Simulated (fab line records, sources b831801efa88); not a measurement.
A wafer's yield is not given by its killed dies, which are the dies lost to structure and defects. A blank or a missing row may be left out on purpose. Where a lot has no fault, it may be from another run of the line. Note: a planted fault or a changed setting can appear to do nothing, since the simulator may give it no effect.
8D (eight disciplines) problem report, filled in by code -- flow gf180mcu -- the parts of the form that need people (team, actions taken, sign-off) are left out

== 1. THE ISSUE ==
rotation_deg at GF_HV_LDD_IMPLANT_35 reads a mean of 281.81 degrees on 6 wafers of 2 lots; wafers without a fault read 180.00 degrees with a standard deviation of 0.046. That is +99 or more standard deviations from the usual mean.
Seen first at day 15 14:16 on implanter-03, wafer L429.1. The record holds 42 wafers of 14 lots with a number at this step. Rule for "out" (also "out of limits"): further than 4 standard deviations from the usual mean. All remaining wafers that have a number are taken as sound.

== 2. WHAT THIS IS AND IS NOT ==
question,is,is not
which readings at this step,rotation_deg,beam_on_s
which lots,"L429, L431","L417, L419, L420, L421, L425, L426, L428, L430, L437, L438, L439, L440"
which wafers of those lots,all that have a number,-
read on which tools,implanter-03,"implanter-01, implanter-02"
when,from day 15 14:16,"up to then (21 sound wafers); but 15 sound wafers of L430, L437, L438, L439, L440 came after"

== 3. SUSPECTS, AND WHAT RULES EACH OUT ==
Counting: any tool at a process step up to the reading is kept as a suspect provided that every lot that is out went through it and no sound lot did after the first of them.
- implanter-03 at GF_HV_LDD_IMPLANT_35: kept. Every lot that is out went through it, starting with L429 (day 15 14:16), and after that it ran no sound lot; the last sound lot it ran before then is L426 (day 14 10:59). Out on those wafers are its own readings of rotation_deg.
The count leaves implanter-03 at GF_HV_LDD_IMPLANT_35.

== 4. THE CAUSE (what the simulator had put in) ==
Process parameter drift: implanter-03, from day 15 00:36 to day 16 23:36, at GF_HV_LDD_IMPLANT_35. The setting rotation_deg was moved by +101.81, starting from 180. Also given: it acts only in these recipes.
After counting, this tool was the only one left.

== 5. THE EFFECT CHAIN, in route order ==
Each row: a reading where the mean over the struck wafers with a number is more than 3 standard deviations away from the usual. Readings are gone through only where the record gives a usual standard deviation; hours: the median, over the lots, of the time from a lot's start at the first step in this table giving one to that lot's start at this step; sigmas: the change measured in usual standard deviations.
hours,step,reading,usual,on struck wafers,change,sigmas
0,GF_HV_LDD_IMPLANT_35,rotation_deg,180.00 degrees,281.81,+101.81,+99 or more
Its process steps:
- GF_HV_LDD_IMPLANT_35
Later steps that measure or inspect, where all struck wafers having a row at the step show a number for every such reading and not one has moved that far: GF_M1_CD_MEAS_14.

== 6. WHAT WOULD HAVE CAUGHT IT SOONER ==
14 hours passed between the start of the fault at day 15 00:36 and the first reading out of limits in this record, taken at day 15 14:16.
